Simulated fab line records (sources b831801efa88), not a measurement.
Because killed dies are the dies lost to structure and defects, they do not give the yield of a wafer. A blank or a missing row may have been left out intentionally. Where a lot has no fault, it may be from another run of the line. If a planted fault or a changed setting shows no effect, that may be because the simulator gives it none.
Which tool was responsible? / flow sky130 / 42 wafers from 14 lots sampled at 4 of the route's 708 steps

== WHAT THE GAUGES READ, wafer by wafer ==
SKY_METAL2_RS_MEAS_05: the measuring method here is four-point-probe.
lot=L454; measured=day 34 10:39; on=film_metro-01; METAL2_ALCU_RS (ohm/sq)=0.1252 0.1261 0.1270
lot=L455; measured=day 34 19:05; on=film_metro-04; METAL2_ALCU_RS (ohm/sq)=0.1242 0.1248 0.1242
lot=L456; measured=day 35 00:29; on=film_metro-01; METAL2_ALCU_RS (ohm/sq)=0.1247 0.1259 0.1263
lot=L457; measured=day 35 13:17; on=film_metro-04; METAL2_ALCU_RS (ohm/sq)=0.1283 0.1273 0.1267
lot=L458; measured=day 36 06:55; on=film_metro-01; METAL2_ALCU_RS (ohm/sq)=0.1269 0.1267 0.1270
lot=L460; measured=day 36 16:40; on=film_metro-04; METAL2_ALCU_RS (ohm/sq)=0.1261 0.1255 0.1268
lot=L461; measured=day 37 02:38; on=film_metro-01; METAL2_ALCU_RS (ohm/sq)=0.1288 0.1288 0.1286
lot=L463; measured=day 37 15:55; on=film_metro-01; METAL2_ALCU_RS (ohm/sq)=0.1290 0.1286 0.1291
lot=L464; measured=day 37 15:19; on=film_metro-02; METAL2_ALCU_RS (ohm/sq)=0.1256 0.1266 0.1262
lot=L466; measured=day 38 15:55; on=film_metro-04; METAL2_ALCU_RS (ohm/sq)=0.1273 0.1273 0.1263
lot=L473; measured=day 40 17:46; on=film_metro-01; METAL2_ALCU_RS (ohm/sq)=0.1243 0.1257 0.1252
lot=L474; measured=day 40 20:41; on=film_metro-02; METAL2_ALCU_RS (ohm/sq)=0.1250 0.1244 0.1251
lot=L475; measured=day 41 02:10; on=film_metro-02; METAL2_ALCU_RS (ohm/sq)=0.1263 0.1264 0.1271
lot=L476; measured=day 40 22:59; on=film_metro-01; METAL2_ALCU_RS (ohm/sq)=0.1273 0.1279 0.1271

SKY_METAL2_THK_MEAS_06: measures by xrf.
lot=L454; measured=day 34 10:46; on=film_metro-01; METAL2_ALCU_THK (nm)=251.7 249.5 248.2
lot=L455; measured=day 34 19:10; on=film_metro-04; METAL2_ALCU_THK (nm)=256.0 253.0 252.7
lot=L456; measured=day 35 00:36; on=film_metro-01; METAL2_ALCU_THK (nm)=250.5 249.9 250.4
lot=L457; measured=day 35 13:24; on=film_metro-04; METAL2_ALCU_THK (nm)=246.4 247.7 248.5
lot=L458; measured=day 36 07:02; on=film_metro-01; METAL2_ALCU_THK (nm)=248.0 246.7 246.4
lot=L460; measured=day 36 16:47; on=film_metro-04; METAL2_ALCU_THK (nm)=251.6 253.2 249.5
lot=L461; measured=day 37 02:45; on=film_metro-01; METAL2_ALCU_THK (nm)=245.1 244.4 244.6
lot=L463; measured=day 37 16:02; on=film_metro-01; METAL2_ALCU_THK (nm)=245.9 244.0 243.6
lot=L464; measured=day 37 15:25; on=film_metro-02; METAL2_ALCU_THK (nm)=252.5 250.5 252.4
lot=L466; measured=day 38 16:01; on=film_metro-04; METAL2_ALCU_THK (nm)=247.1 248.4 249.2
lot=L473; measured=day 40 17:52; on=film_metro-01; METAL2_ALCU_THK (nm)=253.1 248.7 251.9
lot=L474; measured=day 40 20:47; on=film_metro-02; METAL2_ALCU_THK (nm)=256.6 255.3 253.6
lot=L475; measured=day 41 02:17; on=film_metro-02; METAL2_ALCU_THK (nm)=253.6 251.7 251.5
lot=L476; measured=day 40 23:06; on=film_metro-01; METAL2_ALCU_THK (nm)=248.1 247.3 246.9

== WHAT TOOL EACH LOT RAN ON (gives the tool, then ch and the chambers of the sampled wafers, and finally the start) ==
lot=L454; SKY_VT_ADJUST_LVTN_EXPOSE_04=iline_stepper-01 ch 0, day 6 20:55; SKY_CONTACT_CVD_00=pecvd-02 ch 1,2, day 30 19:38
lot=L455; SKY_VT_ADJUST_LVTN_EXPOSE_04=iline_stepper-02 ch 0, day 7 04:08; SKY_CONTACT_CVD_00=pecvd-01 ch 1,2, day 31 04:02
lot=L456; SKY_VT_ADJUST_LVTN_EXPOSE_04=iline_stepper-02 ch 0, day 7 05:55; SKY_CONTACT_CVD_00=pecvd-03 ch 0,1, day 31 10:35
lot=L457; SKY_VT_ADJUST_LVTN_EXPOSE_04=iline_stepper-02 ch 0, day 7 16:58; SKY_CONTACT_CVD_00=pecvd-02 ch 0,1,2, day 31 22:19
lot=L458; SKY_VT_ADJUST_LVTN_EXPOSE_04=iline_stepper-02 ch 0, day 8 01:02; SKY_CONTACT_CVD_00=pecvd-03 ch 0,1,2, day 32 18:01
lot=L460; SKY_VT_ADJUST_LVTN_EXPOSE_04=iline_stepper-02 ch 0, day 8 10:02; SKY_CONTACT_CVD_00=pecvd-01 ch 0,1,2, day 33 04:08
lot=L461; SKY_VT_ADJUST_LVTN_EXPOSE_04=iline_stepper-01 ch 0, day 8 16:35; SKY_CONTACT_CVD_00=pecvd-01 ch 1,2, day 33 14:29
lot=L463; SKY_VT_ADJUST_LVTN_EXPOSE_04=iline_stepper-02 ch 0, day 9 01:59; SKY_CONTACT_CVD_00=pecvd-02 ch 0,2, day 34 03:40
lot=L464; SKY_VT_ADJUST_LVTN_EXPOSE_04=iline_stepper-01 ch 0, day 9 05:54; SKY_CONTACT_CVD_00=pecvd-03 ch 1,2, day 34 02:43
lot=L466; SKY_VT_ADJUST_LVTN_EXPOSE_04=iline_stepper-01 ch 0, day 10 04:58; SKY_CONTACT_CVD_00=pecvd-01 ch 0,1,2, day 35 04:38
lot=L473; SKY_VT_ADJUST_LVTN_EXPOSE_04=iline_stepper-02, day 12 03:22; SKY_CONTACT_CVD_00=pecvd-01 ch 0,1, day 37 08:24
lot=L474; SKY_VT_ADJUST_LVTN_EXPOSE_04=iline_stepper-02, day 12 08:21; SKY_CONTACT_CVD_00=pecvd-02 ch 0,1,2, day 37 11:01
lot=L475; SKY_VT_ADJUST_LVTN_EXPOSE_04=iline_stepper-02 ch 0, day 12 13:57; SKY_CONTACT_CVD_00=pecvd-01 ch 1,2, day 37 18:29
lot=L476; SKY_VT_ADJUST_LVTN_EXPOSE_04=iline_stepper-02 ch 0, day 12 16:08; SKY_CONTACT_CVD_00=pecvd-03 ch 0,1,2, day 37 14:12
- SKY_VT_ADJUST_LVTN_EXPOSE_04: exposes mask NWM COMPLEMENT LESS NATIVE, target cd 840 nm.
- SKY_CONTACT_CVD_00: deposits Si3N4, target thk 75 nm.

== AS READ BY THE TOOLS THEMSELVES (means over the sampled wafers that have a number; for cases with no such wafer, the mark the record gives instead) ==
SKY_VT_ADJUST_LVTN_EXPOSE_04.
lot=L454; tool=iline_stepper-01; exposure_dose_mJ_cm2=193.97; focus_offset_nm (nm)=0.3
lot=L455; tool=iline_stepper-02; exposure_dose_mJ_cm2=194.04; focus_offset_nm (nm)=-0.1
lot=L456; tool=iline_stepper-02; exposure_dose_mJ_cm2=194.11; focus_offset_nm (nm)=1.2
lot=L457; tool=iline_stepper-02; exposure_dose_mJ_cm2=193.82; focus_offset_nm (nm)=0.0
lot=L458; tool=iline_stepper-02; exposure_dose_mJ_cm2=193.84; focus_offset_nm (nm)=0.4
lot=L460; tool=iline_stepper-02; exposure_dose_mJ_cm2=194.11; focus_offset_nm (nm)=-0.4
lot=L461; tool=iline_stepper-01; exposure_dose_mJ_cm2=194.04; focus_offset_nm (nm)=0.3
lot=L463; tool=iline_stepper-02; exposure_dose_mJ_cm2=194.04; focus_offset_nm (nm)=-0.5
lot=L464; tool=iline_stepper-01; exposure_dose_mJ_cm2=194.10; focus_offset_nm (nm)=-0.4
lot=L466; tool=iline_stepper-01; exposure_dose_mJ_cm2=193.75; focus_offset_nm (nm)=0.1
lot=L473; tool=iline_stepper-02; exposure_dose_mJ_cm2=-; focus_offset_nm (nm)=-
lot=L474; tool=iline_stepper-02; exposure_dose_mJ_cm2=-; focus_offset_nm (nm)=-
lot=L475; tool=iline_stepper-02; exposure_dose_mJ_cm2=193.98; focus_offset_nm (nm)=-0.7
lot=L476; tool=iline_stepper-02; exposure_dose_mJ_cm2=194.25; focus_offset_nm (nm)=-0.1

SKY_CONTACT_CVD_00.
lot=L454; tool=pecvd-02; heater_power_w (W)=768
lot=L455; tool=pecvd-01; heater_power_w (W)=775
lot=L456; tool=pecvd-03; heater_power_w (W)=695
lot=L457; tool=pecvd-02; heater_power_w (W)=702
lot=L458; tool=pecvd-03; heater_power_w (W)=713
lot=L460; tool=pecvd-01; heater_power_w (W)=708
lot=L461; tool=pecvd-01; heater_power_w (W)=788
lot=L463; tool=pecvd-02; heater_power_w (W)=706
lot=L464; tool=pecvd-03; heater_power_w (W)=739
lot=L466; tool=pecvd-01; heater_power_w (W)=685
lot=L473; tool=pecvd-01; heater_power_w (W)=682
lot=L474; tool=pecvd-02; heater_power_w (W)=722
lot=L475; tool=pecvd-01; heater_power_w (W)=757
lot=L476; tool=pecvd-03; heater_power_w (W)=721

== THE ANSWER, worked out from the rows above alone ==
Rule: usual is defined by the lots themselves. The widest of any qualifying gaps counts: lots, ordered by their means at a reading, are off when they make up no more than a third of the lots, leave a main group of 4 or more, and stand apart from it by 3 or more times the standard deviation of that group's means. A main group whose means are all the same, to the digits that the tables above print for the reading, isn't used. A lot without any number at a reading at which 4 lots or more have one is off too. Any other lot the step has rows for is counted as sound. The gauges are gone through in route order, then the tools' own readings, and for those a lot's mean is taken as printed above. At the first step where some lot is off, the reading lying furthest off is the one used; lots without a number count as furthest.
Off at SKY_VT_ADJUST_LVTN_EXPOSE_04 (exposure_dose_mJ_cm2): L473, L474. Without a number there: L473, L474. The main group has a mean of 194.00 with a standard deviation of 0.14.
If a tool, at that step or one of the process steps before it, ran each lot that is off and ran no sound lot following the first of them, it fits. No candidate that was tried fits.

== WHAT HAD BEEN PUT IN BY THE SIMULATOR ==
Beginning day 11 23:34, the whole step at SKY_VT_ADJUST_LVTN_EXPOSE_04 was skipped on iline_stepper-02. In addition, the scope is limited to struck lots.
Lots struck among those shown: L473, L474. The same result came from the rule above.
